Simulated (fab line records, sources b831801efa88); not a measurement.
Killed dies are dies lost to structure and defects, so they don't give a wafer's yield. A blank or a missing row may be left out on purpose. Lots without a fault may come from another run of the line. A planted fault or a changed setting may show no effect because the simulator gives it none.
One fault seen from 2 desks | flow sky130 | each desk has only its own numbers; what lay behind them comes last

THE METROLOGY DESK
What the gauges read, lot by lot, whatever tool the lot ran on: means of the sampled wafers that have a number. A lot is out of limits, marked OUT, if its mean lies more than 4 standard deviations from the usual mean; the brackets give that distance.
Columns: A = VT_ADJUST_LVTN_2_TW at SKY_VT_ADJUST_LVTN_TW_MEAS_21, usual 187.4
lot  | first seen here | A
L386 | day 7 18:07     | 186.7
L388 | day 8 05:19     | 191.2
L390 | day 9 10:14     | 185.3
L391 | day 9 23:55     | 187.7
L393 | day 10 05:18    | 189.1
L394 | day 10 09:48    | 188.2
L397 | day 10 23:19    | 189.7
L396 | day 11 01:41    | 185.4
L398 | day 11 05:38    | 189.3
L402 | day 12 06:39    | 187.9
L405 | day 13 09:14    | 198.1 (+5.6) OUT
L406 | day 13 16:31    | 197.6 (+5.4) OUT
L408 | day 13 23:57    | 189.4
L407 | day 14 00:15    | 187.2
This desk's finding: out of limits on L405, L406; first on L405, day 13 09:14 (VT_ADJUST_LVTN_2_TW at SKY_VT_ADJUST_LVTN_TW_MEAS_21). In limits: L386, L388, L390, L391, L393, L394, L397, L396, L398, L402, L408, L407.

THE TOOL OWNER'S DESK: implanter-03
The tool's own readings at SKY_VT_ADJUST_LVTN_IMPLANT_19: means of the sampled wafers that have a number, for each lot that ran on this tool. A lot is out of limits, marked OUT, if its mean lies more than 4 standard deviations from the usual mean; the brackets give that distance.
Columns: A = beam_on_s at SKY_VT_ADJUST_LVTN_IMPLANT_19, usual 10.02 s; B = faraday_current_uA at SKY_VT_ADJUST_LVTN_IMPLANT_19, usual 3.66
lot  | first seen here | A               | B
L386 | day 7 17:54     | 9.93            | 3.70
L390 | day 9 10:01     | 10.12           | 3.63
L391 | day 9 23:42     | 10.09           | 3.64
L393 | day 10 05:04    | 10.04           | 3.65
L405 | day 13 08:50    | 12.48 (+14) OUT | 2.94 (-11) OUT
L406 | day 13 16:17    | 12.43 (+13) OUT | 2.95 (-11) OUT
This desk's finding: out of limits on L405, L406; first on L405, day 13 08:50 (beam_on_s at SKY_VT_ADJUST_LVTN_IMPLANT_19). In limits: L386, L390, L391, L393.

PUT TOGETHER
The tool owner's desk could have raised an alarm at day 13 08:50, on L405, L406.
The metrology desk could have raised an alarm at day 13 09:14, on L405, L406.
Of the lots named, all ran SKY_VT_ADJUST_LVTN_IMPLANT_19 on implanter-03.

WHAT THE SIMULATOR HAD PUT IN
Process parameter drift: implanter-03, from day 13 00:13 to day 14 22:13, at SKY_VT_ADJUST_LVTN_IMPLANT_19. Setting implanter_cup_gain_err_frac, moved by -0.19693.
Lots struck among those shown: L405, L406.
Hours from the fault's start to each desk's first reading out of limits: the tool owner's desk, 9; the metrology desk, 9.
